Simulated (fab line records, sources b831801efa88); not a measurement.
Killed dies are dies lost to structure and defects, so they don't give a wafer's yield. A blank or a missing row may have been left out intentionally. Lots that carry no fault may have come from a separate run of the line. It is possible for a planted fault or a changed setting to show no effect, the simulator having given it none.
2 desks, one fault | flow sky130 | what lay behind the numbers comes last; until then each desk has only its own

== FOR THE TOOL OWNER'S DESK: plasma-asher-04 ==
The tool's own readings at SKY_RES_XHIGH_STRIP_08 (strips in O2/N2): means of the sampled wafers that have a number, for each lot that ran on this tool. If a lot's mean is further than 4 standard deviations from the usual mean, the lot is out of limits and carries the mark OUT (the distance appears in the brackets).
Columns: A = drypump-motor-current-A at SKY_RES_XHIGH_STRIP_08, usual 6.0 A; B = oes-product-au at SKY_RES_XHIGH_STRIP_08, usual 0.711 a.u.; C = strip-time-to-endpoint-s at SKY_RES_XHIGH_STRIP_08, usual 14.28 s
lot  | first seen here | A   | B               | C
L241 | day 27 14:16    | 6.6 | 0.711           | 14.30
L242 | day 28 10:23    | 6.6 | 0.715           | 14.35
L243 | day 28 23:10    | 6.7 | 0.709           | 14.26
L244 | day 29 01:52    | 6.6 | 0.704           | 14.32
L246 | day 29 12:30    | 6.6 | 0.710           | 14.33
L255 | day 32 12:46    | 6.6 | 0.903 (+46) OUT | -
This desk finds L255 out of limits, L255 being first, at day 32 12:46 (oes-product-au at SKY_RES_XHIGH_STRIP_08). Within limits: L241, L242, L243, L244, L246.

== AT THE METROLOGY DESK ==
Lot by lot, what the gauges showed, no matter which tool ran the lot: averages of those sampled wafers that carry a number. If a lot's mean is further than 4 standard deviations from the usual mean, the lot is out of limits and carries the mark OUT (the distance appears in the brackets).
Columns: A = LDD_HVN_OVL at SKY_LDD_HVN_OVL_MEAS_07, usual 0.4 nm; B = SD_N_OVL at SKY_SD_N_OVL_MEAS_08, usual 0.4 nm; C = SD_N_TW at SKY_SD_N_TW_MEAS_12, usual 3977
lot  | first seen here | A    | B    | C
L239 | day 20 08:56    | 1.6  | 1.5  | 3985
L241 | day 21 05:52    | 0.7  | -0.2 | 4013
L242 | day 22 03:41    | 0.7  | -0.4 | 3979
L243 | day 22 18:01    | 0.0  | -0.2 | 3946
L244 | day 22 18:40    | -0.1 | 0.3  | 3940
L246 | day 23 06:53    | 1.2  | 1.2  | 3944
L245 | day 23 12:11    | 0.0  | 0.9  | 3935
L248 | day 23 19:37    | -0.3 | 0.7  | 4022
L247 | day 23 19:58    | -0.3 | 0.3  | 3944
L249 | day 24 07:05    | 0.6  | -1.5 | 4026
L252 | day 25 20:56    | -1.6 | 0.5  | 4023
L255 | day 26 15:19    | -0.5 | 0.8  | 30 (-99 or more) OUT
L261 | day 28 15:37    | 0.9  | -1.7 | 3938
This desk finds L255 out of limits, with the earliest case on L255 at day 33 15:55 (SD_N_TW at SKY_SD_N_TW_MEAS_12). Within limits: L239, L241, L242, L243, L244, L246, L245, L248, L247, L249, L252, L261.

== TAKEN TOGETHER ==
At day 32 12:46, on L255, the tool owner's desk was in a position to raise an alarm.
Metrology desk: alarm possible at day 33 15:55 on L255.
On plasma-asher-04, each named lot ran SKY_RES_XHIGH_STRIP_08.

== WHAT HAD BEEN PUT IN BY THE SIMULATOR ==
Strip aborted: plasma-asher-04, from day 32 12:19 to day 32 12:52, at SKY_RES_XHIGH_STRIP_08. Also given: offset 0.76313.
Shown lots that were struck: L255.
Counting hours from when the fault started, the first reading out of limits came at 0 for the tool owner's desk and at 28 for the metrology desk.
